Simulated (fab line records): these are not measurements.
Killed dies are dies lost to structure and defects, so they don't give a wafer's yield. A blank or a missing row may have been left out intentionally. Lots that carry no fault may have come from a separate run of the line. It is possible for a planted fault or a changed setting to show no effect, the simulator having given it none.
fab line records	flow sky130
record lots=11	wafers=33	last_day=50
route steps=708 shown FIELD_ISO@16 PWDE@55 NWELL@58 PAD_OPEN@708
lots untouched by any fault: they come from a run of this same line in which no faults occurred
start_h: start of the lot's first displayed wafer, in hours after the record's first day	wait_h: hours from the lot's prior step to this one	" repeats the value in the row above	L1.1+2: a single row standing in for several wafers	- no value, or no start was given	* or withheld: withheld	< > ~ a bound
route shown NAME@n: a module of which the file shows steps, and the number in the route of the first	usual: mean/standard deviation taken from wafers without a fault	same: alike in all rows	chamber/n: place in a boat	sites: the reading at each site	_std_site: standard deviation across them	_edge_site: inner sites' mean taken away from outer sites' mean	radius_mm: for every site, how far away it sits from the centre of the wafer	mask NAME#n: copy n	behind: the last tool/chamber to shape the wafer	hold: why the lot went on hold/how many hours it stayed there/how the hold came to an end	device: whichever transistor did not switch (one of n, p or np)	end of line: the tests these same wafers got at the end of their route	a step given without rows: its recipe and nothing more	killed: not the wafer's yield, but the dies lost to structure and defects at the first sort	map: shows each die of a wafer: x if killed, . if not, _ if none is there
set.NAME: the run value of the setting; set.NAME@STEP: its run value at that earlier step	model.NAME: the simulator's own value behind a step, which no gauge read
the route's steps for a sample of lots (tables are steps, rows are wafers)
services: when a tool's chamber went out of use (start_h, in hours from the record's first day, below 0 if earlier), for how many hours, and the reason
## steps
# step SKY_FIELD_ISO_ETCH_15
# recipe chemistry=CHF3/O2	target_depth_nm=180	stop_on=Si	source_w=600	bias_w=200	pressure_mtorr=40	chf3_flow_sccm=50	O2_flow_sccm=5	time_s=72
# usual bias_w=200.1/0.61	chf3_flow_sccm=50.00/0.14	drypump_motor_current_A=5.6/0.46	oes_product_au=0.944/0.0067	throttle_valve_pct=8.844/0.0085
# same time_s=72
lot.wafer	tool	chamber	start_h	wait_h	bias_w	chf3_flow_sccm	drypump_motor_current_A	oes_product_au	rf_hours_counter_h	throttle_valve_pct
L773.4	rie_diel-04	0	36.01	0.0	199.9	50.12	4.9	0.939	137	8.850
L773.5	"	2	"	"	199.9	50.07	6.0	0.945	-	8.853
L773.6	"	3	"	"	199.7	50.30	5.8	0.935	-	8.848
L774.1	rie_diel-03	0	40.36	0.0	199.8	49.92	6.1	0.952	70	8.829
L774.3	"	2	"	"	200.6	49.87	5.5	0.953	76	8.852
L774.6	"	0	"	"	199.7	49.83	6.0	0.945	-	8.844
L775.1	rie_diel-02	3	43.66	0.0	202.0	50.08	5.2	0.938	77	8.836
L775.3	"	2	"	"	200.1	49.86	5.6	0.942	84	8.849
L775.5	"	1	"	"	199.6	49.96	4.7	0.944	-	8.848
L776.2	rie_diel-03	0	50.81	0.0	200.4	50.03	6.1	0.943	70	8.852
L776.3	"	1	"	"	201.2	49.90	6.4	0.927	116	8.832
L776.4	"	0	"	"	200.3	49.93	6.1	0.937	-	8.851
L778.1	rie_diel-04	1	60.12	0.0	200.1	50.36	5.9	0.946	2	8.846
L778.2	"	2	"	"	199.8	50.12	6.0	0.944	69	8.844
L778.5	"	1	"	"	200.0	50.14	5.9	0.948	-	8.836
L781.2	rie_diel-04	0	75.71	0.0	200.3	50.00	4.9	0.948	138	8.859
L781.4	"	3	"	"	200.3	50.13	5.8	0.938	34	8.846
L781.6	"	1	"	"	199.2	49.73	5.9	0.938	-	8.824
L786.1	rie_diel-04	0	102.06	0.0	200.2	49.91	4.9	0.947	138	8.855
L786.2	"	1	"	"	199.2	49.91	5.9	0.949	3	8.837
L786.6	"	3	"	"	199.7	50.13	5.8	0.954	-	8.840
L788.4	rie_diel-04	3	112.41	0.0	201.1	50.21	5.7	0.938	34	8.836
L788.5	"	3	"	"	201.2	50.49	5.8	0.942	-	8.851
L788.6	"	2	"	"	198.8	49.95	5.9	0.941	-	8.831
L789.1	rie_diel-03	1	117.26	0.0	200.4	50.26	6.3	0.947	117	8.846
L789.5	"	2	"	"	200.4	50.19	5.5	0.950	-	8.827
L789.6	"	3	"	"	200.3	49.97	5.5	0.949	-	8.842
L792.1	rie_diel-02	2	132.81	0.0	200.3	50.05	5.6	0.937	87	8.862
L792.2	"	0	"	"	200.0	49.87	5.8	0.940	71	8.836
L792.6	"	1	"	"	199.7	49.92	4.7	0.941	-	8.837
L794.1	rie_diel-04	2	146.01	0.0	201.3	49.82	6.0	0.934	70	8.833
L794.2	"	3	"	"	201.0	50.13	5.8	0.940	35	8.834
L794.4	"	1	"	"	200.6	49.93	5.9	0.943	4	8.838
# step SKY_PWDE_TW_MEAS_10
# usual PWDE_TW=375.6/2.1
lot.wafer	tool	chamber	start_h	wait_h	PWDE_TW
L773.4	film_metro-01	-	76.11	0.1	377.6
L773.5	"	-	"	"	374.3
L773.6	"	-	"	"	378.8
L774.1	film_metro-01	-	78.90	0.1	375.8
L774.3	"	-	"	"	374.4
L774.6	"	-	"	"	374.1
L775.1	film_metro-04	-	83.30	0.1	372.5
L775.3	"	-	"	"	373.2
L775.5	"	-	"	"	374.0
L776.2	film_metro-04	-	89.76	0.1	377.2
L776.3	"	-	"	"	375.9
L776.4	"	-	"	"	373.5
L778.1	film_metro-02	-	103.65	0.1	374.7
L778.2	"	-	"	"	375.6
L778.5	"	-	"	"	373.9
L781.2	film_metro-04	-	118.54	0.1	376.2
L781.4	"	-	"	"	377.4
L781.6	"	-	"	"	376.6
L786.1	film_metro-01	-	147.73	0.1	379.8
L786.2	"	-	"	"	379.6
L786.6	"	-	"	"	378.5
L788.4	film_metro-01	-	158.71	0.1	378.1
L788.5	"	-	"	"	376.5
L788.6	"	-	"	"	378.8
L789.1	film_metro-04	-	168.40	0.1	374.5
L789.5	"	-	"	"	372.0
L789.6	"	-	"	"	374.6
L792.1	film_metro-02	-	180.28	0.1	373.9
L792.2	"	-	"	"	372.5
L792.6	"	-	"	"	375.3
L794.1	film_metro-04	-	193.80	0.1	377.7
L794.2	"	-	"	"	374.4
L794.4	"	-	"	"	374.1
# step SKY_NWELL_COAT_05
# recipe spin_rpm=2000	resist_thk_nm=3000
# usual resist_line_temp_C=22.99/0.094
lot.wafer	tool	chamber	start_h	wait_h	resist_line_temp_C
L773.4	litho_track-01	0	84.42	0.1	22.86
L773.5	"	0	"	"	22.79
L773.6	"	0	"	"	23.00
L774.1	litho_track-01	0	86.69	0.1	23.09
L774.3	"	0	"	"	23.11
L774.6	"	0	"	"	23.09
L775.1	litho_track-04	0	91.26	0.1	22.87
L775.3	"	0	"	"	23.12
L775.5	"	0	"	"	22.96
L776.2	litho_track-01	0	98.52	0.1	23.00
L776.3	"	0	"	"	22.95
L776.4	"	0	"	"	22.95
L778.1	litho_track-02	0	112.11	0.1	23.01
L778.2	"	0	"	"	23.03
L778.5	"	0	"	"	23.10
L781.2	litho_track-01	0	127.17	0.1	23.07
L781.4	"	0	"	"	23.01
L781.6	"	0	"	"	23.20
L786.1	litho_track-04	0	157.41	0.1	23.08
L786.2	"	0	"	"	23.08
L786.6	"	0	"	"	23.27
L788.4	litho_track-01	0	168.67	0.1	22.77
L788.5	"	0	"	"	22.78
L788.6	"	0	"	"	22.77
L789.1	litho_track-01	0	178.04	0.1	22.99
L789.5	"	0	"	"	23.06
L789.6	"	0	"	"	22.99
L792.1	litho_track-04	0	190.46	0.1	23.16
L792.2	"	0	"	"	23.04
L792.6	"	0	"	"	22.99
L794.1	litho_track-04	0	203.91	0.1	22.92
L794.2	"	0	"	"	22.93
L794.4	"	0	"	"	22.99
# step SKY_NWELL_STRIP_14
# recipe chemistry=O2/N2	power_w=1400	pressure_mtorr=1500	platen_temp_c=withheld	o2_flow_sccm=3000	n2_flow_sccm=300	overash_fraction=0.5
# usual drypump_motor_current_A=6.20/0.23	n2_flow_sccm=299.9/0.87	oes_product_au=0.723/0.0051	strip_time_to_endpoint_s=36.91/0.11
lot.wafer	tool	chamber	start_h	wait_h	drypump_motor_current_A	n2_flow_sccm	oes_product_au	rf_hours_counter_h	strip_time_to_endpoint_s
L773.4	plasma_asher-04	0	92.93	0.1	6.34	302.0	0.723	-	37.01
L773.5	"	0	"	"	6.37	299.5	0.727	-	36.94
L773.6	"	1	"	"	6.27	298.9	0.738	-	36.89
L774.1	plasma_asher-03	1	96.55	0.1	6.17	299.9	0.731	40	36.94
L774.3	"	0	"	"	5.96	300.6	0.722	-	36.99
L774.6	"	0	"	"	5.95	299.8	0.725	-	36.85
L775.1	plasma_asher-04	0	100.90	0.1	6.35	299.7	0.729	42	36.98
L775.3	"	0	"	"	6.35	299.4	0.726	-	36.79
L775.5	"	0	"	"	6.35	300.5	0.725	-	36.92
L776.2	plasma_asher-02	1	108.55	0.1	6.55	302.0	0.732	41	36.99
L776.3	"	1	"	"	6.54	299.7	0.724	-	36.91
L776.4	"	0	"	"	5.77	298.7	0.718	-	36.94
L778.1	plasma_asher-04	1	121.95	0.1	6.23	300.5	0.725	0	36.83
L778.2	"	0	"	"	6.33	299.8	0.730	0	36.80
L778.5	"	1	"	"	6.22	300.6	0.730	-	36.98
L781.2	plasma_asher-04	0	137.28	0.1	6.36	300.0	0.730	2	36.81
L781.4	"	1	"	"	6.23	300.2	0.720	-	36.70
L781.6	"	1	"	"	6.25	301.2	0.729	-	36.81
L786.1	plasma_asher-02	1	168.40	0.1	6.53	298.7	0.727	47	36.89
L786.2	"	0	"	"	5.75	299.8	0.719	47	36.91
L786.6	"	0	"	"	5.77	300.3	0.716	-	36.77
L788.4	plasma_asher-03	0	179.56	0.1	5.96	298.0	0.726	-	36.89
L788.5	"	1	"	"	6.19	299.9	0.695	-	11.15
L788.6	"	0	"	"	5.96	300.5	0.724	-	36.88
L789.1	plasma_asher-04	1	189.05	0.1	6.23	300.0	0.695	7	11.16
L789.5	"	0	"	"	6.34	300.0	0.692	-	11.17
L789.6	"	1	"	"	6.26	300.3	0.710	-	36.91
L792.1	plasma_asher-04	1	201.80	0.1	6.26	300.5	0.719	8	36.63
L792.2	"	0	"	"	6.34	300.4	0.722	8	36.65
L792.6	"	0	"	"	6.33	299.8	0.730	-	36.67
L794.1	plasma_asher-04	0	214.85	0.1	6.34	301.1	0.723	9	36.78
L794.2	"	1	"	"	6.25	298.2	0.722	9	36.97
L794.4	"	0	"	"	6.38	301.8	0.725	-	36.93
# step SKY_NWELL_TW_MEAS_26
# usual NWELL_2_TW=498.1/2.9
lot.wafer	tool	chamber	start_h	wait_h	hold	NWELL_2_TW
L773.4	film_metro-02	-	110.81	0.1	-	499.0
L773.5	"	-	"	"	-	498.5
L773.6	"	-	"	"	-	495.7
L774.1	film_metro-01	-	114.43	0.1	-	502.3
L774.3	"	-	"	"	-	504.2
L774.6	"	-	"	"	-	502.1
L775.1	film_metro-02	-	118.95	0.1	-	494.9
L775.3	"	-	"	"	-	495.4
L775.5	"	-	"	"	-	494.5
L776.2	film_metro-01	-	127.31	0.1	-	499.0
L776.3	"	-	"	"	-	498.2
L776.4	"	-	"	"	-	498.1
L778.1	film_metro-02	-	141.30	0.1	-	495.3
L778.2	"	-	"	"	-	493.8
L778.5	"	-	"	"	-	498.1
L781.2	film_metro-02	-	157.61	0.1	-	500.5
L781.4	"	-	"	"	-	495.4
L781.6	"	-	"	"	-	497.8
L786.1	film_metro-04	-	189.13	0.1	-	496.3
L786.2	"	-	"	"	-	498.8
L786.6	"	-	"	"	-	496.2
L788.4	film_metro-02	-	200.63	0.1	await_dispo/0.2h/release	497.6
L788.5	"	-	"	"	await_dispo/0.2h/release	856.3
L788.6	"	-	"	"	await_dispo/0.2h/release	496.3
L788.4	film_metro-02	-	200.85	0.2	-	497.6
L788.5	"	-	"	"	-	852.5
L788.6	"	-	"	"	-	497.4
L789.1	film_metro-02	-	210.15	0.1	await_dispo/0.2h/release	858.7
L789.5	"	-	"	"	await_dispo/0.2h/release	855.3
L789.6	"	-	"	"	await_dispo/0.2h/release	494.3
L789.1	film_metro-02	-	210.37	0.2	-	860.8
L789.5	"	-	"	"	-	857.7
L789.6	"	-	"	"	-	492.7
L792.1	film_metro-01	-	224.15	0.1	-	501.6
L792.2	"	-	"	"	-	501.4
L792.6	"	-	"	"	-	497.3
L794.1	film_metro-01	-	237.83	0.1	-	498.5
L794.2	"	-	"	"	-	498.5
L794.4	"	-	"	"	-	497.3
# step SKY_NWELL_RS_MEAS_31
# recipe thk_meas_gauge=four-point-probe
# usual PWDE_RS=5278/17
lot.wafer	tool	chamber	start_h	wait_h	PWDE_RS[ohm/sq]
L773.4	film_metro-01	-	111.35	0.1	5274
L773.5	"	-	"	"	5290
L773.6	"	-	"	"	5274
L774.1	film_metro-01	-	115.12	0.1	5273
L774.3	"	-	"	"	5288
L774.6	"	-	"	"	5274
L775.1	film_metro-02	-	119.40	0.1	5289
L775.3	"	-	"	"	5291
L775.5	"	-	"	"	5283
L776.2	film_metro-01	-	127.77	0.1	5275
L776.3	"	-	"	"	5289
L776.4	"	-	"	"	5281
L778.1	film_metro-01	-	141.75	0.1	5272
L778.2	"	-	"	"	5274
L778.5	"	-	"	"	5270
L781.2	film_metro-04	-	158.07	0.1	5275
L781.4	"	-	"	"	5279
L781.6	"	-	"	"	5286
L786.1	film_metro-01	-	189.58	0.1	5279
L786.2	"	-	"	"	5279
L786.6	"	-	"	"	5280
L788.4	film_metro-01	-	206.13	0.1	5269
L788.5	"	-	"	"	5278
L788.6	"	-	"	"	5274
L789.1	film_metro-01	-	213.35	0.1	5291
L789.5	"	-	"	"	5295
L789.6	"	-	"	"	5304
L792.1	film_metro-02	-	224.60	0.1	5233
L792.2	"	-	"	"	5262
L792.6	"	-	"	"	5248
L794.1	film_metro-02	-	238.29	0.1	5241
L794.2	"	-	"	"	5269
L794.4	"	-	"	"	5250
# step SKY_PAD_OPEN_PROBE_99
# usual killed_at_M0_to_M3=44/6.8	killed_at_M4_up=3.2/1.7	killed_at_contacts=24/4.9	killed_at_front_end=14/4.1	killed_at_other=0.2/0.51	killed_dies=85/8.7	killed_open=46/6.8	killed_short=39/6.1
# same gross_dies=492	killed_at_back_side=0
lot.wafer	tool	chamber	start_h	wait_h	killed_at_M0_to_M3	killed_at_M4_up	killed_at_contacts	killed_at_front_end	killed_at_other	killed_dies	killed_open	killed_short
L775.1	prober-01	-	1084.32	0.1	34	2	17	23	0	76	39	37
L775.3	prober-01	-	1084.42	0.2	43	5	29	17	0	94	53	41
L775.5	prober-01	-	1084.52	0.2	33	5	25	16	0	79	44	35
L794.1	prober-02	-	1194.18	0.1	43	3	24	9	0	79	47	32
L794.2	prober-02	-	1194.23	0.1	51	5	25	14	0	95	51	44
L794.4	prober-02	-	1194.33	0.2	43	2	26	13	0	84	46	38
# killed by level:class
L775.1 POLY_GATE:geometric_particle:short=7 CONTACT:geometric_particle:open=6 VIA1:geometric_particle:open=6 LOCAL_INTERCONNECT:geometric_particle:short=5 POLY_GATE:geometric_particle:open=5 VIA2:geometric_particle:open=5 VIA3:geometric_particle:open=5 VIA3:geometric_particle:short=5
L775.3 VIA1:geometric_particle:open=13 CONTACT:geometric_particle:open=10 VIA3:geometric_particle:open=10 CONTACT:geometric_particle:short=8 FIELD_ISO:geometric_particle:open=7 LI_CONTACT:geometric_particle:open=6 METAL2:geometric_particle:short=6 FIELD_ISO:geometric_particle:short=5
L775.5 CONTACT:geometric_particle:open=9 VIA2:geometric_particle:open=7 LI_CONTACT:geometric_particle:open=6 VIA1:geometric_particle:open=6 FIELD_ISO:geometric_particle:open=5 METAL2:geometric_particle:short=5 LI_CONTACT:geometric_particle:short=4 VIA1:geometric_particle:short=4
L794.1 VIA1:geometric_particle:open=11 VIA2:geometric_particle:open=9 CONTACT:geometric_particle:open=9 LI_CONTACT:geometric_particle:open=6 FIELD_ISO:geometric_particle:short=4 CONTACT:geometric_particle:short=4 METAL1:geometric_particle:short=4 VIA3:geometric_particle:short=4
L794.2 LI_CONTACT:geometric_particle:open=9 CONTACT:geometric_particle:open=8 VIA3:geometric_particle:open=8 VIA2:geometric_particle:open=8 VIA1:geometric_particle:open=7 METAL1:geometric_particle:short=6 VIA1:geometric_particle:short=6 METAL3:geometric_particle:short=5
L794.4 VIA2:geometric_particle:open=11 CONTACT:geometric_particle:open=8 VIA1:geometric_particle:open=7 FIELD_ISO:geometric_particle:short=6 METAL2:geometric_particle:short=6 METAL1:geometric_particle:short=6 FIELD_ISO:geometric_particle:open=5 LI_CONTACT:geometric_particle:open=5
## services
tool	chamber	start_h	hours	kind
rie_diel-04	-	37.06	0.7	repair
rie_diel-03	2	42.24	9.6	repair
rie_diel-02	1	44.99	9.4	repair
plasma_asher-03	-	51.77	14.6	pm
rie_diel-03	1	64.71	8.3	repair
rie_diel-04	-	71.54	2.8	pm
rie_diel-02	-	100.18	0.4	repair
rie_diel-02	3	105.30	1.2	repair
plasma_asher-04	-	108.75	9.0	pm
plasma_asher-04	0	108.75	9.0	vent_cycle
plasma_asher-04	1	108.75	9.0	vent_cycle
rie_diel-03	0	111.55	12.3	repair
plasma_asher-04	0	117.75	-	clean
plasma_asher-04	1	117.75	-	clean
rie_diel-03	3	126.23	5.1	repair
rie_diel-02	3	128.07	12.8	repair
plasma_asher-04	-	179.25	1.2	repair
rie_diel-02	3	195.99	3.1	repair
rie_diel-03	3	198.21	6.6	repair
rie_diel-03	2	200.91	6.5	repair
## key
first_sign step=SKY_NWELL_STRIP_14	reading=strip_time_to_endpoint_s	direction=down	sigmas=99+	usual=*	struck=*
effect step=SKY_NWELL_STRIP_14	reading=oes_product_au	direction=down	sigmas=5.7	usual=0.723	struck=0.694
effect step=SKY_NWELL_TW_MEAS_26	reading=visit	direction=added
effect step=SKY_NWELL_TW_MEAS_26	reading=NWELL_2_TW	direction=up	sigmas=99+	usual=498.1	struck=856.8
met_at SKY_NWELL_COAT_05
struck_lots L788,L789
struck_wafers L788.5,L789.1,L789.5
tester_left_out L788,L789
not_acting_at SKY_FIELD_ISO_ETCH_15,SKY_PWDE_TW_MEAS_10,SKY_NWELL_RS_MEAS_31
onset_between 127.17 168.67
fault kind=process_parameter_drift	tool=litho_track-01	chamber=-	onset_h=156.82	steps=SKY_NWELL_COAT_05	channel=resist_thk_nm	offset=-2180.3	shape=step	end_h=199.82	scope=struck_wafers_only	acts_in=these_recipes_only	stated=3000
# tester_left_out: of these lots the tester's yield and bins aren't shown, on N5 and GAA mostly nor the transistor test; their killed dies are dies lost to structure and defects alone, not to doping, threshold or leakage, so they don't give the yield
